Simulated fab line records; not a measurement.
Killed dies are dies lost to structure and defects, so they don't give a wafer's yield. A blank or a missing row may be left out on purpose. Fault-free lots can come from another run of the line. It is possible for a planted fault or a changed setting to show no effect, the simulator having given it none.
Problem report in the 8D (eight disciplines) form, filled by code -- flow sfq line -- the parts of the form that need people (team, actions taken, sign-off) are left out

1. THE ISSUE
SFQ_TRILAYER_I6_CMP_CMP_166, time to endpoint s: mean 179 s over 1 wafer from 1 lot; wafers with no fault: 215 s, standard deviation 6.5. That is -5.5 standard deviations from the usual mean.
The step: polishes SiO2.
Earliest sighting: wafer L327.4 on cmp-02 at day 77 15:52. Wafers with a number at this step in the record: 39, from 13 lots. Rule for "out", or "out of limits": more than 4 standard deviations from the usual mean. Any other wafer with a number is counted as sound.

2. WHAT IT IS, AND WHAT IT ISN'T
question,is,is not
which readings at this step,time to endpoint s,motor current A
which lots,L327,"L316, L317, L318, L319, L325, L328, L330, L331, L334, L336, L338, L339"
which wafers of those lots,L327.4,"L327.3, L327.6"
read on which tools,cmp-02,cmp-01
when,from day 77 15:52,"up to then (15 sound wafers); but 23 sound wafers of L327, L328, L330, L331, L334, L336, L338, L339 came after"

3. WHAT RULES OUT EACH SUSPECT
Counting: if a tool at a process step up to the reading ran every lot that is out, it stays a suspect. Sound lots after the first of them don't rule it out here, since some wafers of a struck lot are sound.
- cmp-02 at SFQ_TRILAYER_I6_CMP_CMP_166 (polishes SiO2): kept. It processed L327, the lot that is out, at day 77 15:52, and its most recent sound lot before then was L319 at day 76 09:35. Out on those wafers are its own readings of time to endpoint s.
Remaining after the count: cmp-02 at SFQ_TRILAYER_I6_CMP_CMP_166.

4. THE CAUSE (what the simulator had put in)
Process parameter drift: cmp-02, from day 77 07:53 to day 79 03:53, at SFQ_TRILAYER_I6_CMP_CMP_166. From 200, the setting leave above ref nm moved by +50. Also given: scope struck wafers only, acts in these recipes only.
The count eliminated every tool but this one.

5. THE EFFECT CHAIN, in route order
One row per reading whose mean, taken over the struck wafers that have a number, lies over 3 standard deviations from the usual. Only readings for which the record gives a usual standard deviation are gone through. hours: the time from each lot's start at the first step in this table that gives one to its start at this step, as a median over the lots. sigmas: the change in usual standard deviations.
hours,step,reading,usual,on struck wafers,change,sigmas
0,SFQ_TRILAYER_I6_CMP_CMP_166,time to endpoint s,215 s,179,-36,-5.5
3,SFQ_TRILAYER_I6_METRO_MEASURE_167,thk nm,200.0 nm,250.8,+50.8,+56
8,SFQ_TRILAYER_I6_VIA_ETCH_VIA_ETCH_172,oes product au,0.854 a.u.,0.969,+0.115,+23
It contains these process steps:
- SFQ_TRILAYER_I6_CMP_CMP_166: polishes SiO2.
- SFQ_TRILAYER_I6_METRO_MEASURE_167
- SFQ_TRILAYER_I6_VIA_ETCH_VIA_ETCH_172: etches SiO2 in CHF3, stops on Nb, target depth 260 nm.

6. WHAT WOULD HAVE CAUGHT IT SOONER
The fault began at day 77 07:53; the first out-of-limits reading in this record came at day 77 15:52, 8 hours later.
